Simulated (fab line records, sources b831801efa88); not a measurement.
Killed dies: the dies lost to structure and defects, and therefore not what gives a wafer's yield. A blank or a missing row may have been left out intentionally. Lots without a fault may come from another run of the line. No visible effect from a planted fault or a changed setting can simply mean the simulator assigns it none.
What tool caused it?	flow sky130	33 wafers from 11 lots sampled at 3 of the route's 708 steps

WHAT THE GAUGES SHOWED, per wafer
SKY_CAPM_THK_MEAS_01.
lot	measured	on	CAPM_CVD_00_THK (nm)
L508	day 36 16:31	filmMetro-01	15.24 15.23 15.60
L510	day 37 03:16	filmMetro-04	15.22 15.00 15.50
L511	day 37 09:38	filmMetro-01	15.81 15.51 15.90
L513	day 38 04:31	filmMetro-04	15.37 15.58 15.63
L515	day 38 17:37	filmMetro-02	15.48 15.26 15.52
L516	day 38 22:21	filmMetro-02	15.15 15.49 15.28
L524	day 41 08:01	filmMetro-02	15.66 15.33 15.45
L527	day 42 01:16	filmMetro-01	15.16 15.34 15.67
L528	day 42 12:37	filmMetro-01	15.53 28.15 28.26
L529	day 42 17:17	filmMetro-01	27.56 28.39 15.53
L530	day 42 17:56	filmMetro-04	15.23 15.18 15.47

TOOL THAT RAN EACH LOT (tool first, then ch and the chambers of the sampled wafers, then the start)
lot	SKY_VIA2_STRIP_16	SKY_CAPM_CVD_00
L508	plasmaAsher-03 ch 0,1, day 36 15:02	pecvd-03 ch 0,1, day 36 16:29
L510	plasmaAsher-01 ch 0,1, day 37 01:41	pecvd-01 ch 0,1, day 37 03:14
L511	plasmaAsher-04 ch 0,1, day 37 08:11	pecvd-01 ch 0,1,2, day 37 09:36
L513	plasmaAsher-04 ch 1, day 38 03:05	pecvd-02 ch 0,2, day 38 04:29
L515	plasmaAsher-04 ch 0,1, day 38 16:10	pecvd-03 ch 0,2, day 38 17:35
L516	plasmaAsher-01 ch 0,1, day 38 20:52	pecvd-03 ch 0, day 38 22:19
L524	plasmaAsher-03 ch 0,1, day 41 06:35	pecvd-02 ch 0,1, day 41 07:59
L527	plasmaAsher-03 ch 0,1, day 41 23:50	pecvd-02 ch 0,1,2, day 42 01:15
L528	plasmaAsher-01 ch 0,1, day 42 11:10	pecvd-01 ch 0,1, day 42 12:35
L529	plasmaAsher-03 ch 0,1, day 42 15:50	pecvd-01 ch 0,2, day 42 17:15
L530	plasmaAsher-01 ch 0,1, day 42 16:29	pecvd-03 ch 0,1,2, day 42 17:54
- SKY_VIA2_STRIP_16: strips in O2/N2.
- SKY_CAPM_CVD_00: deposits SiO2, target thk 15.5 nm.

THE ANSWER, worked out from the rows above alone
Rule: the lots themselves supply what counts as usual. The widest of any qualifying gaps counts: lots, ordered by their means at a reading, are off when they make up no more than a third of the lots, leave a main group of 4 or more, and stand apart from it by 3 or more times the standard deviation of that group's means. The tables above print the reading to a certain number of digits; a main group whose means all agree to those digits is not used. Also off: a lot with no number at a reading for which 4 or more lots have one. Any other lot the step has rows for is counted as sound.
Off: at SKY_CAPM_THK_MEAS_01 (CAPM_CVD_00_THK), L528, L529. The main group: mean 15.42 nm, standard deviation 0.14.
If a tool, at a process step before that reading, ran all the lots that are off and no sound lot after the first of them, it fits. The gauges at SKY_CAPM_THK_MEAS_01 are tried like those tools. Undecided on this evidence; 2 tools fit (pecvd-01 at SKY_CAPM_CVD_00, filmMetro-01 at SKY_CAPM_THK_MEAS_01).

WHAT THE SIMULATOR HAD PUT IN
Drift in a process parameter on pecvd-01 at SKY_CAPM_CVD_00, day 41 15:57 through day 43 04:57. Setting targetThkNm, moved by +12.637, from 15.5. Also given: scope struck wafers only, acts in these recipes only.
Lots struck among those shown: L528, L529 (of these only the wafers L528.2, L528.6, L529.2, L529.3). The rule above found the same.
